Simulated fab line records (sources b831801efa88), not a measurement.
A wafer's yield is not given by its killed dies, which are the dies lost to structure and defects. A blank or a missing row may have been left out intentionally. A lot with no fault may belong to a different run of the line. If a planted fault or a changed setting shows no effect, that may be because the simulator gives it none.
fab line records | flow sky130
record lots=5 wafers=15 lastDay=49
route steps=708 shown METAL4@627 VIA4@639 METAL5@661 PAD_OPEN@708
lots that met no fault: from a run of the same line without faults
startH: hours from the record's opening day to when the first of the lot's shown wafers began | waitH: hours since the lot's step before | " identical to the entry in the row above | L1.1+2: a row that stands for several wafers | - no value present, or no start provided | * or withheld: withheld | < > ~ a bound
route shown NAME@n: a module of which the file shows steps, and the number in the route of the first | usual: the fault-free wafers' mean and standard deviation | same: alike in all rows | chamber/n: place in a boat | sites: per-site readings | _std_site: their standard deviation | _edge_site: the outer-site mean with the inner-site mean subtracted | radiusMm: for every site, how far away it sits from the centre of the wafer | mask NAME#n: copy n | behind: the tool/chamber that last shaped the wafer | hold: what put the lot on hold/how long, in hours/how the hold closed | device: whichever transistor did not switch (one of n, p or np) | end of line: at the end of the route, the tests of the same wafers | a step without rows: its recipe alone | killed: dies lost to structure and defects at the first sort, not the wafer's yield | map: a wafer's dies, x killed, . not, _ none there
set.NAME: the setting as run; set.NAME@STEP: as run at that earlier step | model.NAME: the simulator's own value behind a step, which no gauge read
lots at some steps of the route; a table a step, a row a wafer
services: the hour from which a tool's chamber was out of use, counted from the record's first day as startH (under 0 if before that day), plus the number of hours and why
## steps
# step SKY_METAL4_PEB_11
# recipe pebTempC=withheld pebTimeS=withheld resist=KrF-thick
# step SKY_METAL4_DEVELOP_12
# recipe developTimeS=60 resist=KrF-thick devTempC=21
# step SKY_METAL4_CD_MEAS_13
# recipe targetCdNm=300
# usual cdNm=300.8/1.5
# columns lot.wafer tool chamber startH waitH cdNm
L583.2 cdSem-02 - 978.57 - 303.4
L583.5 " - " " 303.7
L583.6 " - " " 303.7
L586.2 cdSem-01 - 1002.17 - 299.0
L586.3 " - " " 299.6
L586.4 " - " " 299.0
L589.1 cdSem-01 - 1027.75 - 302.9
L589.3 " - " " 300.5
L589.6 " - " " 302.2
L592.1 cdSem-02 - 1046.90 - 303.9
L592.2 " - " " 303.3
L592.6 " - " " 301.8
L598.2 cdSem-01 - 1085.72 - 302.9
L598.4 " - " " 302.7
L598.6 " - " " 302.0
# step SKY_METAL4_OVL_MEAS_14
# usual METAL4_OVL=1/5.5
# columns lot.wafer tool chamber startH waitH METAL4_OVL[nm]
L583.2 overlay-02 - 978.67 0.1 -1
L583.5 " - " " -1
L583.6 " - " " -1
L586.2 overlay-02 - 1002.28 0.1 7
L586.3 " - " " 5
L586.4 " - " " 5
L589.1 overlay-01 - 1027.87 0.1 7
L589.3 " - " " 6
L589.6 " - " " 6
L592.1 overlay-02 - 1047.02 0.1 1
L592.2 " - " " 0
L592.6 " - " " 1
L598.2 overlay-02 - 1085.83 0.1 -6
L598.4 " - " " -6
L598.6 " - " " -3
# step SKY_METAL4_DESCUM_15
# recipe chemistry=O2 sourcePowerW=150 biasPowerW=0 pressureMtorr=10 tempC=40 timeS=8
# step SKY_METAL4_ETCH_16
# recipe chemistry=N2/H2 target=BARC ionEnergyEv=200 biasW=100 pressureMtorr=30 n2FlowSccm=100 h2FlowSccm=200 icpW=500 stopOn=SiO2 timeS=88.2 targetDepthA=600
# usual chamberPressureMTorr=29.996/0.025 drypumpMotorCurrentA=5.6/0.41 oesProductAu=0.626/0.0044 rfFwdPowerW=497.3/2 throttleValvePct=13.205/0.011
# columns lot.wafer tool chamber startH waitH chamberPressureMTorr drypumpMotorCurrentA oesProductAu rfFwdPowerW rfHoursCounterH throttleValvePct
L583.2 rieMetal-03 0 978.73 0.0 30.024 5.9 0.619 498.0 15 13.203
L583.5 " 0 " " 29.985 5.9 0.630 496.5 - 13.199
L583.6 " 1 " " 30.000 5.5 0.624 498.8 - 13.220
L586.2 rieMetal-01 1 1002.34 0.0 30.036 6.0 0.630 497.1 5 13.211
L586.3 " 0 " " 30.007 4.8 0.630 496.4 - 13.189
L586.4 " 1 " " 29.979 6.0 0.631 495.9 - 13.197
L589.1 rieMetal-04 1 1027.93 0.0 30.021 5.8 0.628 497.6 19 13.229
L589.3 " 1 " " 29.981 5.8 0.626 497.4 - 13.213
L589.6 " 1 " " 29.971 5.8 0.626 497.1 - 13.195
L592.1 rieMetal-01 0 1047.09 0.0 30.007 4.8 0.624 497.4 6 13.210
L592.2 " 1 " " 29.978 6.0 0.621 499.7 8 13.219
L592.6 " 1 " " 29.964 6.0 0.638 500.0 - 13.198
L598.2 rieMetal-03 1 1085.89 0.0 29.966 5.4 0.619 499.1 24 13.219
L598.4 " 1 " " 30.019 5.5 0.628 499.2 - 13.212
L598.6 " 1 " " 30.004 5.4 0.629 498.5 - 13.206
# step SKY_METAL4_ETCH_17
# recipe target=SiO2 stopOn=TiN chemistry=C4F8/O2/Ar sourceW=1500 biasW=1200 pressureMtorr=40 c4f8FlowSccm=withheld O2_flow_sccm=6 Ar_flow_sccm=300 timeS=3.9 targetDepthA=150
# usual chamberPressureMTorr=40.00/0.037 oesProductAu=0.754/0.0069 rfFwdPowerW=1472/7.6
# columns lot.wafer tool chamber startH waitH chamberPressureMTorr oesProductAu rfFwdPowerW rfHoursCounterH
L583.2 rieDiel-01 3 978.83 0.1 39.96 0.744 1486 10
L583.5 " 3 " " 40.03 0.747 1485 -
L583.6 " 2 " " 39.98 0.754 1471 -
L586.2 rieDiel-04 0 1002.44 0.1 40.00 0.746 1462 11
L586.3 " 1 " " 39.98 0.750 1459 16
L586.4 " 3 " " 39.93 0.745 1482 9
L589.1 rieDiel-03 3 1028.03 0.1 40.03 0.754 1457 19
L589.3 " 2 " " 40.00 0.756 1474 23
L589.6 " 0 " " 40.05 0.759 1471 -
L592.1 rieDiel-01 1 1047.19 0.1 39.98 0.754 1459 18
L592.2 " 0 " " 40.01 0.742 1473 9
L592.6 " 1 " " 39.97 0.762 1464 -
L598.2 rieDiel-01 1 1085.99 0.1 40.02 0.743 1471 19
L598.4 " 3 " " 40.01 0.752 1485 14
L598.6 " 3 " " 39.94 0.752 1482 -
# step SKY_METAL4_METAL_ETCH_18
# recipe targetDepthA=8450 stopOn=SiO2 overEtchFrac=0.3 timeS=183.1 chemistry=Cl2/BCl3 resistSidewallDeg=88 pressureMtorr=10 icpW=900 biasW=48.5 Cl2_flow_sccm=60 bcl3FlowSccm=30
# step SKY_METAL4_STRIP_19
# recipe chemistry=O2/N2 powerW=1400 pressureMtorr=1500 platenTempC=withheld o2FlowSccm=3000 n2FlowSccm=300 overashFraction=0.5
# step SKY_METAL4_STRIP_20
# recipe chemistry=postEtchResidueRemover timeS=1200 tempC=72.5
# step SKY_METAL4_CLEAN_21
# recipe chemistry=IPA timeS=180 tempC=25
# step SKY_METAL4_CLEAN_22
# recipe chemistry=O3/DIW dry=n2Spin
# step SKY_VIA4_HDPCVD_00
# recipe material=SiO2 targetThkNm=1750 sigmaOpenFrac=0.3 timeS=282.1 tempC=400 sih4FlowSccm=60 pressureMtorr=6
# usual susceptorTempC=399.98/0.22
# columns lot.wafer tool chamber startH waitH susceptorTempC
L583.2 hdpcvd-01 0 979.84 0.0 399.98
L583.5 " 0 " " 400.07
L583.6 " 2 " " 399.35
L586.2 hdpcvd-02 0 1003.29 0.0 400.06
L586.3 " 1 " " 400.17
L586.4 " 0 " " 399.72
L589.1 hdpcvd-01 2 1029.14 0.0 400.22
L589.3 " 0 " " 400.16
L589.6 " 0 " " 400.19
L592.1 hdpcvd-02 2 1047.97 0.0 399.75
L592.2 " 1 " " 399.79
L592.6 " 1 " " 399.80
L598.2 hdpcvd-02 2 1086.78 0.0 399.91
L598.4 " 2 " " 400.28
L598.6 " 1 " " 399.64
# step SKY_VIA4_THK_MEAS_01
# recipe reads=SiO2_of_VIA4_HDPCVD_00
# usual VIA4_HDPCVD_THK=1686/21
# columns lot.wafer tool chamber startH waitH VIA4_HDPCVD_THK[nm]
L583.2 filmMetro-02 - 980.12 0.2 1677
L583.5 " - " " 1688
L583.6 " - " " 1715
L586.2 filmMetro-03 - 1003.48 0.1 1674
L586.3 " - " " 1666
L586.4 " - " " 1688
L589.1 filmMetro-03 - 1029.32 0.1 1701
L589.3 " - " " 1670
L589.6 " - " " 1663
L592.1 filmMetro-02 - 1048.15 0.1 1671
L592.2 " - " " 1662
L592.6 " - " " 1659
L598.2 filmMetro-03 - 1086.97 0.1 1677
L598.4 " - " " 1654
L598.6 " - " " 1685
# step SKY_VIA4_CMP_02
# recipe material=SiO2 downForcePsi=4 platenRpm=60 padVelocityMS=0.94248
# step SKY_VIA4_BOW_MEAS_03
# recipe mode=bow
# usual VIA4_BOW=80/9.6
# columns lot.wafer tool chamber startH waitH VIA4_BOW[um]
L583.2 filmMetro-02 - 980.49 0.2 83
L583.5 " - " " 90
L583.6 " - " " 80
L586.2 filmMetro-01 - 1003.85 0.3 83
L586.3 " - " " 70
L586.4 " - " " 70
L589.1 filmMetro-01 - 1030.15 0.2 58
L589.3 " - " " 57
L589.6 " - " " 63
L592.1 filmMetro-03 - 1048.51 0.1 80
L592.2 " - " " 75
L592.6 " - " " 88
L598.2 filmMetro-01 - 1088.31 0.1 94
L598.4 " - " " 82
L598.6 " - " " 83
# step SKY_VIA4_DEHYDRATE_04
# recipe tempC=200 timeS=60
# step SKY_VIA4_HMDS_05
# recipe primeTimeS=60 primeTempC=120
# step SKY_VIA4_COAT_06
# recipe resist=NOVOLAK spinRpm=3000 resistThkNm=1140
# step SKY_VIA4_SOFTBAKE_07
# recipe tempC=90 timeS=60 resist=NOVOLAK
# step SKY_VIA4_EXPOSE_08
# recipe maskId=VIM4 na=0.6 sourceShape=conventional sigmaOuter=0.6 polarization=unpolarized targetCdNm=800 doseMj=132
# step SKY_VIA4_PEB_09
# recipe tempC=withheld timeS=* resist=NOVOLAK
# step SKY_VIA4_DEVELOP_10
# recipe resist=NOVOLAK developer=TMAH developTimeS=60 devTempC=23
# step SKY_VIA4_OVL_MEAS_11
# usual VIA4_OVL=1.3/1.6
# columns lot.wafer tool chamber startH waitH VIA4_OVL[nm]
L583.2 overlay-02 - 1003.77 0.1 3.6
L583.5 " - " " 3.8
L583.6 " - " " 1.9
L586.2 overlay-01 - 1026.47 0.1 1.8
L586.3 " - " " 3.5
L586.4 " - " " 3.3
L589.1 overlay-02 - 1051.81 0.1 1.0
L589.3 " - " " 1.6
L589.6 " - " " 0.3
L592.1 overlay-02 - 1069.55 0.1 2.6
L592.2 " - " " 2.7
L592.6 " - " " 1.9
L598.2 overlay-01 - 1107.65 0.1 0.2
L598.4 " - " " 0.7
L598.6 " - " " 0.5
# step SKY_VIA4_ETCH_12
# recipe target=SiO2 chemistry=C4F8/O2/Ar stopOn=TiN maskMaterial=NOVOLAK sourceW=1500 biasW=1200 pressureMtorr=40 c4f8FlowSccm=withheld O2_flow_sccm=6 Ar_flow_sccm=300 timeS=withheld targetDepthA=5800
# step SKY_VIA4_STRIP_13
# recipe chemistry=O2/N2 powerW=1400 pressureMtorr=1500 platenTempC=withheld o2FlowSccm=3000 n2FlowSccm=300 overashFraction=0.5
# step SKY_VIA4_STRIP_14
# recipe chemistry=postEtchResidueRemover timeS=1200 tempC=72.5
# step SKY_VIA4_CLEAN_15
# recipe chemistry=IPA timeS=180 tempC=25
# step SKY_VIA4_CLEAN_16
# recipe chemistry=O3/DIW dry=n2Spin
# step SKY_VIA4_SPUTTER_17
# recipe material=TiN targetThkNm=20 chamberPressurePa=5 powerW=4000 timeS=80
# usual throttleValvePct=29.9/1
# columns lot.wafer tool chamber startH waitH throttleValvePct
L583.2 pvdSputter-01 - 1004.48 0.0 28.6
L583.5 " - " " 30.8
L583.6 " - " " 31.6
L586.2 pvdSputter-03 - 1027.52 0.0 29.8
L586.3 " - " " 30.0
L586.4 " - " " 30.5
L589.1 pvdSputter-02 - 1052.51 0.0 30.6
L589.3 " - " " 28.8
L589.6 " - " " 28.7
L592.1 pvdSputter-03 - 1070.26 0.0 30.6
L592.2 " - " " 29.8
L592.6 " - " " 30.0
L598.2 pvdSputter-02 - 1108.35 0.0 30.8
L598.4 " - " " 30.8
L598.6 " - " " 28.6
# step SKY_VIA4_CVD_18
# recipe material=W targetThkNm=505 timeS=152.14 tempC=400 pressureTorr=40
# step SKY_VIA4_RS_MEAS_19
# recipe thkMeasGauge=four-point-probe reads=W_of_VIA4_CVD_18+TiN_of_VIA4_SPUTTER_17
# usual VIA4_W_RS=0.2248/0.0027
# columns lot.wafer tool chamber startH waitH VIA4_W_RS[ohm/sq]
L583.2 filmMetro-02 - 1004.86 0.2 0.2257
L583.5 " - " " 0.2275
L583.6 " - " " 0.2267
L586.2 filmMetro-02 - 1027.90 0.2 0.2221
L586.3 " - " " 0.2233
L586.4 " - " " 0.2225
L589.1 filmMetro-03 - 1052.73 0.1 0.2255
L589.3 " - " " 0.2276
L589.6 " - " " 0.2266
L592.1 filmMetro-01 - 1070.47 0.1 0.2293
L592.2 " - " " 0.2270
L592.6 " - " " 0.2306
L598.2 filmMetro-01 - 1108.58 0.1 0.2198
L598.4 " - " " 0.2208
L598.6 " - " " 0.2221
# step SKY_VIA4_THK_MEAS_20
# recipe thkMeasGauge=xrf reads=W_of_VIA4_CVD_18
# usual VIA4_W_THK=513/8
# columns lot.wafer tool chamber startH waitH VIA4_W_THK[nm]
L583.2 filmMetro-02 - 1004.97 0.1 506
L583.5 " - " " 501
L583.6 " - " " 502
L586.2 filmMetro-02 - 1028.01 0.1 522
L586.3 " - " " 520
L586.4 " - " " 522
L589.1 filmMetro-03 - 1052.85 0.1 516
L589.3 " - " " 505
L589.6 " - " " 513
L592.1 filmMetro-01 - 1070.59 0.1 496
L592.2 " - " " 499
L592.6 " - " " 491
L598.2 filmMetro-01 - 1108.69 0.1 526
L598.4 " - " " 520
L598.6 " - " " 515
# step SKY_VIA4_CMP_21
# recipe stopOn=SiO2 tOverpolishS=25 downForcePsi=3.5 platenRpm=58.58 targetThkNm=0 padVelocityMS=0.94248
# step SKY_METAL5_SPUTTER_00
# recipe material=Ti targetThkNm=15 powerW=3000 timeS=10 chamberPressurePa=0.4
# step SKY_METAL5_SPUTTER_01
# recipe material=TiN targetThkNm=20 powerW=6500 timeS=16.7 chamberPressurePa=0.4
# usual throttleValvePct=30.4/0.78
# columns lot.wafer tool chamber startH waitH throttleValvePct
L583.2 pvdSputter-04 - 1005.34 0.0 30.6
L583.5 " - " " 30.1
L583.6 " - " " 31.1
L586.2 pvdSputter-04 - 1029.26 0.0 31.4
L586.3 " - " " 31.2
L586.4 " - " " 29.7
L589.1 pvdSputter-03 - 1053.23 0.0 30.6
L589.3 " - " " 30.7
L589.6 " - " " 29.6
L592.1 pvdSputter-01 - 1070.97 0.0 31.6
L592.2 " - " " 30.3
L592.6 " - " " 30.0
L598.2 pvdSputter-01 - 1109.06 0.0 30.4
L598.4 " - " " 31.7
L598.6 " - " " 31.4
# step SKY_METAL5_SPUTTER_02
# recipe material=AlCu targetThkNm=1150 powerW=10600 timeS=61.2 chamberPressurePa=0.4
# usual throttleValvePct=30.4/0.77
# columns lot.wafer tool chamber startH waitH throttleValvePct
L583.2 pvdSputter-04 - 1005.37 0.0 30.5
L583.5 " - " " 30.4
L583.6 " - " " 31.2
L586.2 pvdSputter-04 - 1029.29 0.0 31.1
L586.3 " - " " 31.0
L586.4 " - " " 29.9
L589.1 pvdSputter-03 - 1053.26 0.0 30.7
L589.3 " - " " 30.6
L589.6 " - " " 30.0
L592.1 pvdSputter-01 - 1071.00 0.0 31.3
L592.2 " - " " 30.8
L592.6 " - " " 30.4
L598.2 pvdSputter-01 - 1109.09 0.0 30.7
L598.4 " - " " 31.5
L598.6 " - " " 31.6
# step SKY_METAL5_SPUTTER_03
# recipe material=Ti targetThkNm=5 powerW=3000 timeS=3.3 chamberPressurePa=0.4
# step SKY_METAL5_SPUTTER_04
# recipe material=TiN targetThkNm=70 powerW=6500 timeS=58.3 chamberPressurePa=0.4
# step SKY_METAL5_RS_MEAS_05
# recipe thkMeasGauge=four-point-probe reads=TiN_of_METAL5_SPUTTER_04+Ti_of_METAL5_SPUTTER_03+AlCu_of_METAL5_SPUTTER_02+TiN_of_METAL5_SPUTTER_01+Ti_of_METAL5_SPUTTER_00
# usual METAL5_ALCU_RS=0.0270/0.00035
# columns lot.wafer tool chamber startH waitH METAL5_ALCU_RS[ohm/sq]
L583.2 filmMetro-03 - 1005.51 0.0 0.0269
L583.5 " - " " 0.0269
L583.6 " - " " 0.0262
L586.2 filmMetro-03 - 1029.43 0.0 0.0271
L586.3 " - " " 0.0265
L586.4 " - " " 0.0271
L589.1 filmMetro-02 - 1053.37 0.0 0.0266
L589.3 " - " " 0.0267
L589.6 " - " " 0.0267
L592.1 filmMetro-03 - 1071.12 0.0 0.0267
L592.2 " - " " 0.0270
L592.6 " - " " 0.0269
L598.2 filmMetro-03 - 1109.23 0.0 0.0272
L598.4 " - " " 0.0273
L598.6 " - " " 0.0273
# step SKY_METAL5_THK_MEAS_06
# recipe thkMeasGauge=xrf reads=AlCu_of_METAL5_SPUTTER_02
# usual METAL5_ALCU_THK=1142/16
# columns lot.wafer tool chamber startH waitH METAL5_ALCU_THK[nm]
L583.2 filmMetro-03 - 1005.62 0.1 1147
L583.5 " - " " 1134
L583.6 " - " " 1173
L586.2 filmMetro-03 - 1029.54 0.1 1144
L586.3 " - " " 1168
L586.4 " - " " 1136
L589.1 filmMetro-02 - 1053.49 0.1 1165
L589.3 " - " " 1156
L589.6 " - " " 1158
L592.1 filmMetro-03 - 1071.24 0.1 1156
L592.2 " - " " 1150
L592.6 " - " " 1158
L598.2 filmMetro-03 - 1109.34 0.1 1140
L598.4 " - " " 1134
L598.6 " - " " 1143
# step SKY_METAL5_DEHYDRATE_07
# recipe tempC=200 timeS=60
# step SKY_PAD_OPEN_PROBE_99
# usual defectLimitedYield=82.4/1.9 killed_at_M0_to_M3=44/7.2 killed_at_M4_up=3.1/1.8 killedAtContacts=25/5.2 killedAtFrontEnd=15/3.9 killedAtOther=0.2/0.5 killedDies=86/9.5 killedOpen=47/7.3 killedShort=40/6 sort_bin_3_pad_short=0.8/0.44 sort_bin_5_function=10.4/1.5 sort_bin_6_memory=6.3/1.1 sortNPass=406/9.5 sortYieldPct=82.4/1.9
# same grossDies=492 killedAtBackSide=0 sort_bin_4_leakage[%]=0 sort_bin_8_speed[%]=0
# columns lot.wafer tool chamber startH waitH defectLimitedYield[%] killed_at_M0_to_M3 killed_at_M4_up killedAtContacts killedAtFrontEnd killedAtOther killedDies killedOpen killedShort sort_bin_3_pad_short[%] sort_bin_5_function[%] sort_bin_6_memory[%] sortNPass sortYieldPct[%] model.etest.tester.sortNPass model.etest.tester.sortYieldPct model.etest.tester.sort_bin_5_pct model.etest.tester.sort_bin_3_pct
L589.1 prober-02 - 1118.77 0.1 84.8 41 2 15 16 1 75 42 33 0.2 8.3 6.7 417 84.8 417 84.76 8.333 0.2033
L589.3 prober-02 - 1118.87 0.2 83.7 39 5 19 17 0 80 40 40 1.6 8.7 5.9 412 83.7 412 83.74 8.74 1.626
L589.6 prober-02 - 1119.02 0.2 85.0 39 1 21 13 0 74 44 30 0.4 8.5 6.1 418 85.0 418 84.96 8.537 0.4065
L592.1 prober-02 - 1134.49 0.1 83.1 49 1 19 14 0 83 52 31 0.8 11.0 5.1 409 83.1 409 83.13 10.98 0.813
L592.2 prober-02 - 1134.54 0.1 84.6 49 2 15 10 0 76 38 38 1.0 7.5 6.9 416 84.6 416 84.55 7.52 1.016
L592.6 prober-02 - 1134.74 0.2 81.7 38 3 32 15 2 90 40 50 1.2 11.2 5.9 402 81.7 402 81.71 11.18 1.22
L598.2 prober-02 - 1168.33 0.1 76.4 45 39 24 8 0 116 46 32 2.0 14.4 7.1 376 76.4 376 76.42 14.43 2.033
L598.4 prober-02 - 1168.43 0.2 74.2 39 38 26 24 0 127 56 37 3.3 15.2 7.3 365 74.2 365 74.19 15.24 3.252
L598.6 prober-02 - 1168.53 0.2 73.4 36 53 26 16 0 131 40 41 3.9 14.2 8.5 361 73.4 361 73.37 14.23 3.862
# killed by level:class
L589.1 FIELD_ISO:geometricParticle:open=7 LI_CONTACT:geometricParticle:open=6 VIA1:geometricParticle:short=6 VIA1:geometricParticle:open=6 VIA2:geometricParticle:open=6 CONTACT:geometricParticle:open=5 METAL2:geometricParticle:short=5 VIA3:geometricParticle:open=5
L589.3 VIA1:geometricParticle:open=11 CONTACT:geometricParticle:open=8 VIA2:geometricParticle:open=8 FIELD_ISO:geometricParticle:short=5 LI_CONTACT:geometricParticle:open=5 VIA1:geometricParticle:short=5 METAL3:geometricParticle:short=4 METAL1:geometricParticle:short=4
L589.6 VIA3:geometricParticle:open=8 VIA1:geometricParticle:open=7 LI_CONTACT:geometricParticle:open=6 LOCAL_INTERCONNECT:geometricParticle:short=6 CONTACT:geometricParticle:short=5 METAL1:geometricParticle:short=5 FIELD_ISO:geometricParticle:open=4 CONTACT:geometricParticle:open=4
L592.1 VIA1:geometricParticle:open=9 LI_CONTACT:geometricParticle:open=7 METAL1:geometricParticle:short=7 VIA3:geometricParticle:open=7 VIA2:geometricParticle:open=7 POLY_GATE:geometricParticle:open=6 CONTACT:geometricParticle:open=6 LOCAL_INTERCONNECT:geometricParticle:short=4
L592.2 METAL2:geometricParticle:short=11 VIA2:geometricParticle:open=11 VIA1:geometricParticle:open=7 CONTACT:geometricParticle:open=6 METAL1:geometricParticle:short=5 VIA3:geometricParticle:open=4 FIELD_ISO:geometricParticle:short=3 LI_CONTACT:geometricParticle:open=3
L592.6 CONTACT:geometricParticle:short=10 METAL1:geometricParticle:short=9 CONTACT:geometricParticle:open=8 VIA1:geometricParticle:open=7 POLY_GATE:geometricParticle:open=6 LOCAL_INTERCONNECT:geometricParticle:short=6 METAL2:geometricParticle:short=5 FIELD_ISO:geometricParticle:open=4
L598.2 VIA4:unspecified=38 VIA3:geometricParticle:open=10 CONTACT:geometricParticle:open=9 VIA1:geometricParticle:open=6 METAL1:geometricParticle:short=6 VIA2:geometricParticle:open=5 LI_CONTACT:geometricParticle:open=4 LOCAL_INTERCONNECT:geometricParticle:short=4
L598.4 VIA4:unspecified=34 CONTACT:geometricParticle:open=13 VIA1:geometricParticle:open=9 POLY_GATE:geometricParticle:open=9 VIA3:geometricParticle:open=7 FIELD_ISO:geometricParticle:short=6 VIA2:geometricParticle:open=6 METAL2:geometricParticle:short=5
L598.6 VIA4:unspecified=50 CONTACT:geometricParticle:open=9 VIA1:geometricParticle:open=8 FIELD_ISO:geometricParticle:open=6 VIA1:geometricParticle:short=6 METAL2:geometricParticle:short=6 FIELD_ISO:geometricParticle:short=5 LI_CONTACT:geometricParticle:open=5
# map L598.6 (x killed, . not)
__________.........._________
________.x...xx.x...x._______
______...x............x._____
_____.x....x...x....x....____
____..x.....x..........x..___
___.....x...........x..x...__
__.x.........x............xx_
_........x...x.x.x....x......
_..........xxxxxx..x.x.x...xx
_.x....x.xxxxxxxxx...x......x
_........xxxxxxxxx.x.x.xx.x..
_.........xxxxxxxx.........x.
_x....x.....xxxx..x.xx.....x.
_...x......xxxxxxx.x..x......
_x......x..xxxx.x............
__.........x......x..x.x...._
___....x.....x.x...........__
____...x..x....x..x..xx...___
_____x.....x......x......____
______..x.xx.x.x.xx.xx.._____
________.x...xx...x..._______
__________.x.....x.._________
# map L586.2 (x killed, . not)
__________...x.x...._________
________.xx..........._______
______..x...x......x.x.._____
_____x.x...x.x..x........____
____..............x.......___
___.x...x......x...........__
__x..x...xx.xxxx............_
_.x...x.xx.......x...x..x....
_.............x...........x.x
_..x.......x.x........x.x.x..
_....x...x...x.....xxx.......
_.....x..x..x...x...x.x......
_.....x...x..x.x........x....
_.....xx.....x.........x.....
_..x.....x....xx......x......
__...x..x..........x.x.....x_
___.....x.xx.....x.....xx.x__
____....x....x....x....x..___
_____..xx.......x........____
______......x....x......_____
________x...x........._______
__________......x..x_________
## services
# columns tool chamber startH hours kind
pvdSputter-04 - 959.22 0.5 repair
hdpcvd-01 - 965.25 5.5 pm
hdpcvd-01 1 969.59 25.7 repair
pvdSputter-03 - 980.56 1.7 repair
pvdSputter-03 - 981.29 2.4 repair
rieDiel-03 1 990.32 1.9 repair
pvdSputter-02 - 995.28 26.8 repair
pvdSputter-03 - 1007.04 9.2 repair
pvdSputter-03 - 1015.63 1.5 repair
rieDiel-04 1 1017.73 36.8 repair
pvdSputter-01 - 1023.38 7.0 repair
rieMetal-04 1 1030.04 22.0 repair
pvdSputter-01 - 1030.49 4.5 repair
rieDiel-01 2 1045.43 4.3 repair
rieDiel-03 0 1050.03 9.2 repair
pvdSputter-03 - 1065.68 2.2 repair
rieDiel-01 - 1070.07 0.9 repair
rieDiel-01 0 1077.18 3.7 repair
pvdSputter-03 - 1078.53 2.4 repair
pvdSputter-02 - 1080.98 1.0 repair
pvdSputter-03 - 1094.08 0.5 repair
rieMetal-03 - 1105.54 1.4 pm
rieDiel-03 1 1105.61 26.6 repair
rieDiel-01 1 1108.35 2.4 repair
## key
firstSign step=SKY_PAD_OPEN_PROBE_99 reading=killed_at_M4_up direction=up sigmas=22 usual=3.1 struck=43.3
effect step=SKY_PAD_OPEN_PROBE_99 reading=sort_bin_3_pad_short direction=up sigmas=5 usual=0.8 struck=3.0
modelEffect step=SKY_PAD_OPEN_PROBE_99 value=etest.tester.sortNPass without=403.3 struck=367.3
metAt SKY_VIA4_HDPCVD_00
struckWafers L598.2,L598.4,L598.6
onsetBetween 1047.97 1086.78
alsoFits time
fault kind=chamberParticleSource tool=hdpcvd-02 chamber=- onsetH=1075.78 steps=SKY_VIA4_HDPCVD_00 ratePerVisitCm2=0.62806 endH=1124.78
